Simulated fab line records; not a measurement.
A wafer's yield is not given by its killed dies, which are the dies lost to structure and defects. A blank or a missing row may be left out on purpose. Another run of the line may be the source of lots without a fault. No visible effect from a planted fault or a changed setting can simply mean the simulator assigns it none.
fab line records	flow sky130
record lots=11	wafers=32	last-day=50
route steps=708 shown LOCAL_INTERCONNECT@400 CONTACT@409 PAD_OPEN@708
lots that met no fault: taken from a fault-free run of the same line
start-h: hours from the record's first day to the start of the lot's first wafer shown	wait-h: hours since the lot's step before	" unchanged from the row above	L1.1+2: a row that stands for several wafers	- no value present, or no start provided	* or withheld: withheld	< > ~ a bound
route shown NAME@n: names a module that has steps shown in the file, with the first one's number in the route	usual: mean/standard deviation of fault-free wafers	same: alike in all rows	chamber/n: place in a boat	sites: readings site by site	_std_site: their standard deviation	_edge_site: the outer-site mean with the inner-site mean subtracted	radius-mm: for every site, how far away it sits from the centre of the wafer	mask NAME#n: copy n	behind: the most recent tool/chamber to have shaped the wafer	hold: the reason the lot was held/the length of the hold in hours/how it ended	device: which transistor (n, p or np) failed to switch	end of line: tests run on the same wafers once the route is complete	a step given without rows: its recipe and nothing more	killed: dies that structure and defects cost at the first sort, which is not the same as the wafer's yield	map: shows each die of a wafer: x if killed, . if not, _ if none is there
set.NAME: the run value of the setting; set.NAME@STEP: its run value at that earlier step	model.NAME: the simulator's own value behind a step, which no gauge read
a sample of lots followed through the steps of the route, with each step as a table and each wafer as a row
services: when a tool's chamber went out of use (start-h, in hours from the record's first day, below 0 if earlier), for how many hours, and the reason
## steps
# step SKY_LOCAL_INTERCONNECT_ETCH_13
# recipe chemistry=N2/H2	target=BARC	ion-energy-ev=200	bias-w=100	pressure-mtorr=30	n2-flow-sccm=100	h2-flow-sccm=200	icp-w=500	stop-on=SiO2	time-s=45.9	target-depth-a=600
# usual drypump-motor-current-A=6.0/0.49	he-backside-leak-sccm=3.3/0.33	oes-product-au=0.855/0.0047	throttle-valve-pct=13.224/0.009
lot.wafer	tool	chamber	start-h	wait-h	drypump-motor-current-A	he-backside-leak-sccm	oes-product-au	rf-hours-counter-h	throttle-valve-pct
L944.1	rie-metal-03	0	739.70	0.0	5.7	3.5	0.857	1	13.227
L944.2	"	1	"	"	6.5	3.0	0.853	10	13.230
L944.6	"	0	"	"	5.7	3.6	0.846	-	13.221
L947.1	rie-metal-02	1	759.16	0.0	5.8	3.4	0.855	10	13.212
L947.5	"	0	"	"	5.3	3.1	0.853	-	13.221
L949.3	rie-metal-03	0	778.37	0.0	5.6	3.7	0.849	-	13.211
L949.5	"	0	"	"	5.6	3.6	0.857	-	13.222
L949.6	"	1	"	"	6.5	3.0	0.856	-	13.222
L957.2	rie-metal-03	0	833.80	0.0	5.7	3.7	0.856	4	13.225
L957.3	"	1	"	"	6.5	3.0	0.857	-	13.213
L957.4	"	0	"	"	5.6	3.6	0.862	-	13.217
L958.1	rie-metal-03	0	843.60	0.0	5.7	3.5	0.855	4	13.230
L958.5	"	1	"	"	6.5	3.1	0.849	-	13.230
L958.6	"	0	"	"	5.7	3.6	0.857	-	13.226
L959.2	rie-metal-01	0	846.90	0.0	5.6	3.2	0.855	2	13.220
L959.3	"	1	"	"	6.6	3.4	0.854	-	13.230
L959.5	"	0	"	"	5.6	3.2	0.852	-	13.232
L960.4	rie-metal-03	1	856.97	0.0	6.5	3.1	0.846	-	13.213
L960.5	"	0	"	"	5.6	3.5	0.849	-	13.222
L960.6	"	1	"	"	6.5	3.3	0.849	-	13.228
L961.1	rie-metal-01	1	864.51	0.0	6.6	3.3	0.855	6	13.223
L961.5	"	0	"	"	5.6	3.2	0.846	-	13.228
L961.6	"	1	"	"	6.7	3.5	0.857	-	13.231
L962.2	rie-metal-02	1	874.26	0.0	5.8	3.3	0.850	14	13.208
L962.4	"	0	"	"	5.3	3.0	0.853	-	13.220
L962.5	"	0	"	"	5.3	3.2	0.846	-	13.206
L963.1	rie-metal-03	0	874.96	0.0	5.6	3.7	0.855	5	13.212
L963.2	"	1	"	"	6.5	3.0	0.852	15	13.218
L963.3	"	0	"	"	5.6	3.7	0.852	-	13.215
L964.1	rie-metal-02	1	882.25	0.0	5.8	3.4	0.861	14	13.213
L964.4	"	0	"	"	5.3	3.0	0.855	-	13.231
L964.6	"	1	"	"	5.8	6.1	0.851	-	13.221
# step SKY_CONTACT_THK_MEAS_03
# recipe reads=SiO2_of_CONTACT_HDPCVD_02
# usual CONTACT_HDPCVD_THK=566/9.1
lot.wafer	tool	chamber	start-h	wait-h	CONTACT_HDPCVD_THK[nm]
L944.1	film-metro-02	-	740.57	0.0	560
L944.2	"	-	"	"	540
L944.6	"	-	"	"	565
L947.1	film-metro-03	-	760.04	0.0	569
L947.5	"	-	"	"	565
L949.3	film-metro-01	-	779.28	0.1	574
L949.5	"	-	"	"	574
L949.6	"	-	"	"	557
L957.2	film-metro-02	-	834.68	0.0	565
L957.3	"	-	"	"	550
L957.4	"	-	"	"	559
L958.1	film-metro-03	-	844.48	0.0	573
L958.5	"	-	"	"	570
L958.6	"	-	"	"	568
L959.2	film-metro-03	-	847.78	0.0	559
L959.3	"	-	"	"	563
L959.5	"	-	"	"	551
L960.4	film-metro-01	-	857.89	0.1	574
L960.5	"	-	"	"	577
L960.6	"	-	"	"	585
L961.1	film-metro-01	-	865.40	0.0	581
L961.5	"	-	"	"	568
L961.6	"	-	"	"	578
L962.2	film-metro-02	-	875.18	0.0	564
L962.4	"	-	"	"	566
L962.5	"	-	"	"	561
L963.1	film-metro-03	-	875.85	0.0	570
L963.2	"	-	"	"	574
L963.3	"	-	"	"	570
L964.1	film-metro-01	-	883.14	0.0	555
L964.4	"	-	"	"	556
L964.6	"	-	"	"	577
# step SKY_CONTACT_OVL_MEAS_15
# usual CONTACT_OVL=-1/5.1
lot.wafer	tool	chamber	start-h	wait-h	CONTACT_OVL[nm]
L944.1	overlay-02	-	768.61	0.1	-3
L944.2	"	-	"	"	-3
L944.6	"	-	"	"	-1
L947.1	overlay-02	-	787.57	0.1	8
L947.5	"	-	"	"	-1
L949.3	overlay-02	-	806.52	0.1	2
L949.5	"	-	"	"	11
L949.6	"	-	"	"	2
L957.2	overlay-02	-	860.37	0.1	-3
L957.3	"	-	"	"	1
L957.4	"	-	"	"	-7
L958.1	overlay-01	-	870.96	0.1	1
L958.5	"	-	"	"	-1
L958.6	"	-	"	"	1
L959.2	overlay-01	-	874.58	0.1	2
L959.3	"	-	"	"	5
L959.5	"	-	"	"	5
L960.4	overlay-01	-	884.80	0.1	-4
L960.5	"	-	"	"	0
L960.6	"	-	"	"	-7
L961.1	overlay-02	-	891.52	0.1	-13
L961.5	"	-	"	"	-12
L961.6	"	-	"	"	-3
L962.2	overlay-02	-	901.27	0.1	10
L962.4	"	-	"	"	5
L962.5	"	-	"	"	9
L963.1	overlay-01	-	902.28	0.1	3
L963.2	"	-	"	"	5
L963.3	"	-	"	"	5
L964.1	overlay-01	-	909.57	0.1	0
L964.4	"	-	"	"	-5
L964.6	"	-	"	"	-1
# step SKY_CONTACT_CVD_24
# recipe material=W	target-thk-nm=340	time-s=102.12	temp-c=400	pressure-torr=40
# usual heater-power-w=869/51	susceptor-temp-C=400.01/0.23
lot.wafer	tool	chamber	start-h	wait-h	heater-power-w	susceptor-temp-C
L944.1	cvd-w-02	0	769.43	0.0	894	399.69
L944.2	"	1	"	"	874	399.96
L944.6	"	1	"	"	849	399.94
L947.1	cvd-w-02	1	788.39	0.0	856	400.32
L947.5	"	1	"	"	857	400.37
L949.3	cvd-w-02	1	807.38	0.1	863	400.49
L949.5	"	1	"	"	848	400.03
L949.6	"	0	"	"	886	399.91
L957.2	cvd-w-01	1	861.19	0.0	938	400.21
L957.3	"	1	"	"	950	400.58
L957.4	"	0	"	"	789	400.43
L958.1	cvd-w-02	1	871.78	0.0	854	400.22
L958.5	"	0	"	"	877	399.88
L958.6	"	1	"	"	857	400.03
L959.2	cvd-w-01	0	875.40	0.0	809	400.24
L959.3	"	0	"	"	792	400.36
L959.5	"	0	"	"	774	400.30
L960.4	cvd-w-02	1	885.64	0.0	876	399.97
L960.5	"	0	"	"	859	400.18
L960.6	"	1	"	"	843	399.99
L961.1	cvd-w-01	1	892.81	0.0	949	399.76
L961.5	"	1	"	"	971	400.08
L961.6	"	0	"	"	794	399.76
L962.2	cvd-w-01	0	902.10	0.0	801	400.00
L962.4	"	1	"	"	962	399.95
L962.5	"	1	"	"	976	400.23
L963.1	cvd-w-02	1	903.10	0.0	857	399.76
L963.2	"	0	"	"	862	399.99
L963.3	"	1	"	"	879	399.45
L964.1	cvd-w-02	0	910.41	0.0	888	399.73
L964.4	"	0	"	"	887	399.92
L964.6	"	1	"	"	871	400.44
# step SKY_CONTACT_RS_MEAS_25
# recipe thk-meas-gauge=four-point-probe	reads=W_of_CONTACT_CVD_24+TiN_of_CONTACT_SPUTTER_23
# usual CONTACT_W_RS=0.337/0.0045
lot.wafer	tool	chamber	start-h	wait-h	CONTACT_W_RS[ohm/sq]
L944.1	film-metro-03	-	769.54	0.1	0.336
L944.2	"	-	"	"	0.333
L944.6	"	-	"	"	0.333
L947.1	film-metro-01	-	788.50	0.1	0.772
L947.5	"	-	"	"	0.804
L949.3	film-metro-03	-	807.49	0.1	0.334
L949.5	"	-	"	"	0.778
L949.6	"	-	"	"	0.331
L957.2	film-metro-01	-	861.32	0.1	0.339
L957.3	"	-	"	"	0.342
L957.4	"	-	"	"	0.342
L958.1	film-metro-01	-	871.89	0.1	0.333
L958.5	"	-	"	"	0.331
L958.6	"	-	"	"	0.334
L959.2	film-metro-02	-	875.53	0.1	0.342
L959.3	"	-	"	"	0.342
L959.5	"	-	"	"	0.343
L960.4	film-metro-02	-	885.77	0.1	0.334
L960.5	"	-	"	"	0.331
L960.6	"	-	"	"	0.335
L961.1	film-metro-02	-	892.92	0.1	0.346
L961.5	"	-	"	"	0.341
L961.6	"	-	"	"	0.346
L962.2	film-metro-01	-	902.23	0.1	0.348
L962.4	"	-	"	"	0.343
L962.5	"	-	"	"	0.342
L963.1	film-metro-01	-	903.21	0.1	0.335
L963.2	"	-	"	"	0.330
L963.3	"	-	"	"	0.334
L964.1	film-metro-01	-	910.52	0.1	0.334
L964.4	"	-	"	"	0.329
L964.6	"	-	"	"	0.339
# step SKY_CONTACT_THK_MEAS_26
# recipe thk-meas-gauge=xrf	reads=W_of_CONTACT_CVD_24
# usual CONTACT_W_THK=338/5.2
lot.wafer	tool	chamber	start-h	wait-h	CONTACT_W_THK[nm]
L944.1	film-metro-03	-	769.66	0.1	339
L944.2	"	-	"	"	340
L944.6	"	-	"	"	339
L947.1	film-metro-01	-	788.62	0.1	151
L947.5	"	-	"	"	146
L949.3	film-metro-03	-	807.59	0.1	340
L949.5	"	-	"	"	149
L949.6	"	-	"	"	344
L957.2	film-metro-01	-	861.43	0.1	339
L957.3	"	-	"	"	339
L957.4	"	-	"	"	338
L958.1	film-metro-01	-	872.01	0.1	347
L958.5	"	-	"	"	347
L958.6	"	-	"	"	344
L959.2	film-metro-02	-	875.64	0.1	330
L959.3	"	-	"	"	328
L959.5	"	-	"	"	328
L960.4	film-metro-02	-	885.86	0.1	335
L960.5	"	-	"	"	340
L960.6	"	-	"	"	337
L961.1	film-metro-02	-	893.04	0.1	324
L961.5	"	-	"	"	329
L961.6	"	-	"	"	325
L962.2	film-metro-01	-	902.34	0.1	330
L962.4	"	-	"	"	336
L962.5	"	-	"	"	335
L963.1	film-metro-01	-	903.33	0.1	343
L963.2	"	-	"	"	348
L963.3	"	-	"	"	342
L964.1	film-metro-01	-	910.64	0.1	345
L964.4	"	-	"	"	347
L964.6	"	-	"	"	337
# step SKY_CONTACT_CMP_27
# recipe stop-on=SiO2	t-overpolish-s=15	down-force-psi=3.5	platen-rpm=60	target-thk-nm=0	pad-velocity-m-s=0.94248
# usual motor-current-A=11.7/1.1	time-to-endpoint-s=80/4.6
lot.wafer	tool	chamber	start-h	wait-h	motor-current-A	time-to-endpoint-s
L944.2	cmp-02	1	769.82	0.1	11.1	81
L944.1	"	2	"	"	11.3	74
L944.6	"	3	"	"	10.0	73
L947.1	cmp-01	0	788.83	0.2	10.6	34
L947.5	"	1	"	"	12.2	31
L949.3	cmp-01	3	807.63	0.0	11.8	79
L949.6	"	3	"	"	12.1	81
L949.5	"	0	"	"	10.9	37
L957.4	cmp-02	3	861.48	0.0	9.7	71
L957.3	"	1	"	"	11.1	79
L957.2	"	2	"	"	10.9	74
L958.1	cmp-02	3	872.17	0.1	10.1	77
L958.5	"	1	"	"	11.1	83
L958.6	"	2	"	"	10.9	77
L959.3	cmp-01	2	875.74	0.1	11.5	85
L959.2	"	3	"	"	11.6	80
L959.5	"	2	"	"	12.1	83
L960.4	cmp-02	1	885.99	0.1	11.7	80
L960.5	"	3	"	"	10.1	76
L960.6	"	0	"	"	14.1	84
L961.1	cmp-01	0	893.20	0.1	11.0	74
L961.5	"	2	"	"	11.5	79
L961.6	"	3	"	"	12.1	74
L962.2	cmp-01	3	902.44	0.1	11.9	72
L962.4	"	1	"	"	12.5	72
L962.5	"	3	"	"	11.9	77
L963.2	cmp-02	3	903.39	0.0	9.4	77
L963.3	"	1	"	"	11.5	82
L963.1	"	2	"	"	11.0	78
L964.4	cmp-01	3	910.75	0.1	12.1	80
L964.1	"	0	"	"	11.4	84
L964.6	"	2	"	"	12.6	85
# step SKY_PAD_OPEN_PROBE_99
# usual killed_at_M0_to_M3=45/6.9	killed_at_M4_up=3.1/1.7	killed-at-contacts=24/5.7	killed-at-front-end=15/4.6	killed-at-other=0.3/0.57	killed-dies=87/10	killed-open=48/7.4	killed-short=39/6.7
# same gross-dies=492	killed-at-back-side=0
lot.wafer	tool	chamber	start-h	wait-h	killed_at_M0_to_M3	killed_at_M4_up	killed-at-contacts	killed-at-front-end	killed-at-other	killed-dies	killed-open	killed-short
L947.1	prober-01	-	1118.77	0.1	40	4	21	12	0	77	43	34
L947.5	prober-01	-	1118.97	0.2	54	3	16	14	0	87	43	44
L949.3	prober-01	-	1134.17	0.2	41	4	37	15	0	97	52	45
L949.5	prober-01	-	1134.27	0.2	33	6	18	18	1	76	33	43
L949.6	prober-01	-	1134.32	0.2	35	3	26	14	1	79	39	40
L957.2	prober-01	-	1169.36	0.1	52	0	23	20	0	95	53	42
L957.3	prober-01	-	1169.41	0.2	42	1	38	21	0	102	57	45
L957.4	prober-01	-	1169.46	0.2	39	2	23	20	0	84	43	41
L958.1	prober-02	-	1177.57	0.1	48	5	30	16	0	99	48	51
L958.5	prober-02	-	1177.77	0.2	51	2	27	15	1	96	56	40
L958.6	prober-02	-	1177.82	0.2	59	3	22	14	0	98	47	51
L959.2	prober-01	-	1180.57	0.1	38	4	26	22	1	91	47	44
L959.3	prober-01	-	1180.62	0.2	44	5	22	20	0	91	47	44
L959.5	prober-01	-	1180.72	0.2	46	4	25	22	0	97	54	43
# killed by level:class
L947.1 VIA1:geometric-particle:open=10 CONTACT:geometric-particle:open=9 LI_CONTACT:geometric-particle:open=6 FIELD_ISO:geometric-particle:short=5 VIA1:geometric-particle:short=5 LI_CONTACT:geometric-particle:short=4 METAL1:geometric-particle:short=4 METAL2:geometric-particle:short=4
L947.5 VIA1:geometric-particle:open=14 VIA2:geometric-particle:open=9 METAL2:geometric-particle:short=8 VIA3:geometric-particle:open=6 FIELD_ISO:geometric-particle:short=5 LOCAL_INTERCONNECT:geometric-particle:short=4 CONTACT:geometric-particle:short=4 SPACER:geometric-particle:short=3
L949.3 CONTACT:geometric-particle:open=15 METAL2:geometric-particle:short=9 LI_CONTACT:geometric-particle:open=8 CONTACT:geometric-particle:short=6 VIA2:geometric-particle:open=6 FIELD_ISO:geometric-particle:open=5 METAL1:geometric-particle:short=5 VIA1:geometric-particle:open=5
L949.5 CONTACT:geometric-particle:open=7 METAL1:geometric-particle:short=7 VIA1:geometric-particle:open=5 METAL4:geometric-particle:short=5 FIELD_ISO:geometric-particle:short=4 FIELD_ISO:geometric-particle:open=4 VIA2:geometric-particle:open=4 METAL2:geometric-particle:short=4
L949.6 LI_CONTACT:geometric-particle:open=9 METAL1:geometric-particle:short=7 CONTACT:geometric-particle:open=6 VIA1:geometric-particle:open=6 FIELD_ISO:geometric-particle:open=5 LI_CONTACT:geometric-particle:short=4 CONTACT:geometric-particle:short=4 METAL3:geometric-particle:short=4
L957.2 VIA1:geometric-particle:open=15 CONTACT:geometric-particle:open=9 VIA3:geometric-particle:open=8 POLY_GATE:geometric-particle:open=7 FIELD_ISO:geometric-particle:short=6 CONTACT:geometric-particle:short=6 METAL2:geometric-particle:short=5 VIA2:geometric-particle:open=5
L957.3 CONTACT:geometric-particle:open=14 CONTACT:geometric-particle:short=10 VIA1:geometric-particle:open=9 POLY_GATE:geometric-particle:open=7 METAL2:geometric-particle:short=7 VIA2:geometric-particle:open=7 LI_CONTACT:geometric-particle:open=6 LOCAL_INTERCONNECT:geometric-particle:short=6
L957.4 VIA3:geometric-particle:open=10 CONTACT:geometric-particle:open=8 LOCAL_INTERCONNECT:geometric-particle:short=6 METAL2:geometric-particle:short=6 VIA2:geometric-particle:open=6 FIELD_ISO:geometric-particle:open=5 POLY_GATE:geometric-particle:short=5 CONTACT:geometric-particle:short=5
L958.1 VIA1:geometric-particle:open=12 CONTACT:geometric-particle:open=8 LI_CONTACT:geometric-particle:open=6 LOCAL_INTERCONNECT:geometric-particle:short=6 METAL1:geometric-particle:short=6 POLY_GATE:geometric-particle:short=5 CONTACT:geometric-particle:short=5 VIA3:geometric-particle:open=5
L958.5 VIA1:geometric-particle:open=16 CONTACT:geometric-particle:open=13 LI_CONTACT:geometric-particle:open=9 METAL2:geometric-particle:short=7 VIA2:geometric-particle:open=5 VIA3:geometric-particle:open=5 FIELD_ISO:geometric-particle:open=4 POLY_GATE:geometric-particle:short=4
L958.6 VIA2:geometric-particle:open=12 METAL1:geometric-particle:short=11 CONTACT:geometric-particle:open=10 VIA1:geometric-particle:open=6 VIA3:geometric-particle:open=6 VIA3:geometric-particle:short=6 CONTACT:geometric-particle:short=5 METAL2:geometric-particle:short=5
L959.2 VIA3:geometric-particle:open=10 CONTACT:geometric-particle:open=8 VIA1:geometric-particle:open=7 CONTACT:geometric-particle:short=7 FIELD_ISO:geometric-particle:short=6 POLY_GATE:geometric-particle:open=5 FIELD_ISO:geometric-particle:open=4 POLY_GATE:geometric-particle:short=4
L959.3 VIA1:geometric-particle:open=11 CONTACT:geometric-particle:open=7 METAL1:geometric-particle:short=7 POLY_GATE:geometric-particle:short=6 POLY_GATE:geometric-particle:open=5 LOCAL_INTERCONNECT:geometric-particle:short=5 METAL2:geometric-particle:open=5 VIA3:geometric-particle:open=5
L959.5 VIA1:geometric-particle:open=15 CONTACT:geometric-particle:open=10 FIELD_ISO:geometric-particle:short=8 LI_CONTACT:geometric-particle:open=7 METAL2:geometric-particle:short=7 METAL1:geometric-particle:short=6 FIELD_ISO:geometric-particle:open=5 VIA3:geometric-particle:open=5
## services
tool	chamber	start-h	hours	kind
rie-metal-03	-	722.17	6.0	repair
cmp-02	-	735.17	1.9	repair
cmp-01	-	736.00	1.0	repair
cmp-01	-	744.33	4.0	pm
cmp-01	-	748.33	-	consumable-replace:conditioner
cmp-01	-	748.33	-	consumable-replace:pad
cmp-01	-	748.33	7.8	pm
cvd-w-01	1	757.15	3.4	repair
rie-metal-02	-	759.52	2.8	pm
rie-metal-01	0	789.41	-	clean
cvd-w-02	-	804.69	0.3	repair
rie-metal-03	-	810.01	1.4	pm
cvd-w-01	-	812.89	1.3	repair
cmp-01	-	837.09	6.3	pm
cmp-02	-	839.33	0.5	repair
cmp-01	-	846.65	2.5	repair
cmp-01	-	851.60	1.3	repair
cmp-02	-	866.45	0.8	repair
cmp-02	-	870.16	0.2	repair
cmp-02	-	891.69	0.5	repair
cvd-w-01	-	904.00	14.0	pm
cvd-w-01	0	904.00	14.0	vent-cycle
cvd-w-01	1	904.00	14.0	vent-cycle
cvd-w-02	-	904.61	1.0	repair
## key
first-sign step=SKY_CONTACT_RS_MEAS_25	reading=CONTACT_W_RS	direction=up	sigmas=99	usual=0.337	struck=0.784
effect step=SKY_CONTACT_THK_MEAS_26	reading=CONTACT_W_THK	direction=down	sigmas=36	usual=338	struck=149
effect step=SKY_CONTACT_CMP_27	reading=time-to-endpoint-s	direction=down	sigmas=9.9	usual=*	struck=*
met-at SKY_CONTACT_CVD_24
struck-lots L947,L949
struck-wafers L947.1,L947.5,L949.5
tester-left-out L947,L949
not-acting-at SKY_LOCAL_INTERCONNECT_ETCH_13,SKY_CONTACT_THK_MEAS_03,SKY_CONTACT_OVL_MEAS_15
onset-between 769.43 788.39
fault kind=process-parameter-drift	tool=cvd-w-02	chamber=-	onset-h=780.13	steps=SKY_CONTACT_CVD_24	channel=target-thk-nm	offset=-194.74	shape=step	end-h=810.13	scope=struck-wafers-only	acts-in=these-recipes-only	stated=340
# tester-left-out: of these lots the tester's yield and bins aren't shown, on N5 and GAA mostly nor the transistor test; their killed dies are dies lost to structure and defects alone, not to doping, threshold or leakage, so they don't give the yield
